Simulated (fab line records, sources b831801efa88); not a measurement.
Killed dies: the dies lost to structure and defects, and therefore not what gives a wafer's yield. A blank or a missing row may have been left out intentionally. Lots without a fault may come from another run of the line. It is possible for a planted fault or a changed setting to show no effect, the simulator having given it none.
Chamber matching / flow gf180mcu / 4 sister chambers for GF_V2_CMP_26 on cmp-02
The step polishes, stops on SiO2, t overpolish 15 s, target thk 0 nm. 4 wafers are shown with their chamber, then 7 later ones without.

## EACH WAFER AND ITS CHAMBER
wafer=L881.1; chamber=1; motor current A (A)=11.5
wafer=L881.5; chamber=3; motor current A (A)=11.4
wafer=L887.1; chamber=0; motor current A (A)=9.9
wafer=L887.4; chamber=2; motor current A (A)=9.4

## WAFERS WHOSE CHAMBER IS MISSING
wafer=L887.6; motor current A (A)=9.5
wafer=L889.1; motor current A (A)=11.2
wafer=L889.3; motor current A (A)=11.0
wafer=L889.6; motor current A (A)=10.9
wafer=L893.3; motor current A (A)=11.2
wafer=L893.5; motor current A (A)=9.9
wafer=L893.6; motor current A (A)=11.2

## CHAMBER TAKEN BY EACH
wafer=L887.6; from the rows above=can't be placed: 2 or 0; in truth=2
wafer=L889.1; from the rows above=can't be placed: 3 or 1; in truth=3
wafer=L889.3; from the rows above=can't be placed: 3 or 1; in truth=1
wafer=L889.6; from the rows above=can't be placed: 3 or 1 or 0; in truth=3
wafer=L893.3; from the rows above=can't be placed: 3 or 1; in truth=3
wafer=L893.5; from the rows above=can't be placed: 0 or 2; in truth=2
wafer=L893.6; from the rows above=can't be placed: 3 or 1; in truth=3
Correct placement for 0 of the 7. Can't be placed from these rows: 7 (the true chamber is among the candidates in 7). 0 placed wrongly.
How it was worked out, from the rows above alone: a wafer's distance from a chamber is the root of the sum, over the readings, of the square of ((its reading less the chamber's mean) divided by the reading's scatter). If the next closest chamber is less than 2 further off than the closest, the wafer can't be placed; otherwise it belongs to the closest. Each chamber's mean is taken over the wafers shown for it. The scatter: root of mean squared gap, hidden wafer to nearest shown wafer, with one shown wafer a chamber.
